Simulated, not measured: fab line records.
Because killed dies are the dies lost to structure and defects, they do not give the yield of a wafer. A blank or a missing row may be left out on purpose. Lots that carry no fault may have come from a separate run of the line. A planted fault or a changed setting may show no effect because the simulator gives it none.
A lot that was struck, set against a sound lot / flow gf180mcu / 16 out of 602 route steps
Sound: wafers L919.2, L919.3, L919.6. Struck: wafers L930.1, L930.3 (left out: L930.4, a lot-mate that was not struck); the cause follows at the end.
Order at every step that has rows: each side's tool, ch and its chambers, its first start. Under that, the readings that differ: sound wafers / struck wafers / difference of the means / sigmas: that difference in standard deviations of wafers without a fault.
alike: a reading whose means differ by less than 2 such deviations, as well as words and numbers matching on both sides. not compared: withheld readings; readings where some wafer has no value; bounds like >300 that might hide an equal value; numbers whose values overlap and for which the record gives no deviation.
A row with sigmas, a row that says differs or no value, or rows on one side alone: a step with any of these is where the two part. Non-overlapping numbers with no deviation appear without sigmas and do not part them. A reading that every wafer of one side lacks parts them only if that side has two wafers or more.

first, 4 steps without rows for these wafers: GF_M1_SOFTBAKE_10 (time 60 s); GF_M1_EXPOSE_11 (exposes mask Metal1, target cd 230 nm); GF_M1_PEB_12 (peb time 90 s); GF_M1_DEVELOP_13 (develop time 60 s).
GF_M1_CD_MEAS_14 targets a cd of 230 nm.
  sound on cd-sem-01, day 17 19:51; struck on cd-sem-02, day 22 03:52
reading=cd-nm (nm); sound=232.6 231.8 232.5; struck=229.2 228.1; difference=-3.7; sigmas=-3
GF_M1_OVL_MEAS_15:
  sound on overlay-02, day 17 19:58; struck on overlay-01, day 22 03:59
  alike: M1_OVL
GF_M1_METAL_ETCH_16: etches the open film in Cl2/BCl3, stops on SiO2, target depth 750.8 nm, time 125.1 s.
  sound on rie-metal-01 ch 0,1, day 17 19:59; struck on rie-metal-03 ch 0,1, day 22 04:01
  alike: drypump-motor-current-A, oes-product-au, throttle-valve-pct
  not compared: rf-hours-counter-h
GF_M1_STRIP_17: strips in O2/N2.
  sound on plasma-asher-02 ch 1, day 17 20:07; struck on plasma-asher-01 ch 0, day 22 04:09
reading=drypump-motor-current-A (A); sound=5.2 5.2 5.2; struck=6.2 6.2; difference=+1.0; sigmas=+2
  alike: heater-power-w, oes-product-au, strip-time-to-endpoint-s
  not compared: rf-hours-counter-h
then, 3 steps without rows for these wafers: GF_M1_STRIP_18 (strips in post etch residue remover, time 1200 s); GF_M1_CLEAN_19 (cleans in DIW); GF_V1_CVD_00 (deposits SiO2, target thk 600 nm, time 100 s).
GF_V1_THK_MEAS_01:
  sound on film-metro-03, day 17 20:44; struck on film-metro-03, day 22 04:46
  alike: V1_CVD_00_THK
GF_V1_CVD_02: deposits SiO2 from TEOS, target thk 850 nm, time 94.851 s.
  sound on pecvd-03 ch 0,2, day 17 20:47; struck on pecvd-03 ch 0,1, day 22 04:49
reading=run-length-s (s); sound=122.0 122.9 122.6; struck=156.9 156.5; difference=+34.2; sigmas=+74
reading=model.SiO2_of_V1_CVD_02.thk-nm (nm); sound=868 859 862.9; struck=1188 1161; difference=+311; sigmas=
  alike: heater-power-outer-w, heater-power-w
GF_V1_THK_MEAS_03:
  sound on film-metro-04, day 17 20:52; struck on film-metro-01, day 22 04:53
reading=V1_CVD_02_THK (nm); sound=868 860 862; struck=1188 1162; difference=+312; sigmas=+22
GF_V1_CMP_04: polishes SiO2.
  sound on cmp-02 ch 0,1,2, day 17 21:08; struck on cmp-02 ch 1,2, day 22 05:00
reading=time-to-endpoint-s (s); sound=88 81 83; struck=206 196; difference=+117; sigmas=+15
  alike: head-pressure-psi, motor-current-A
GF_V1_BOW_MEAS_05:
  sound on film-metro-04, day 17 21:25; struck on film-metro-01, day 22 05:15
  alike: V1_BOW

WHERE THEY PART
First at GF_M1_CD_MEAS_14; last, within this record, at GF_V1_CMP_04. Later steps at which nothing parts them and some readings are alike: GF_V1_BOW_MEAS_05.

WHY: whatever the simulator had introduced
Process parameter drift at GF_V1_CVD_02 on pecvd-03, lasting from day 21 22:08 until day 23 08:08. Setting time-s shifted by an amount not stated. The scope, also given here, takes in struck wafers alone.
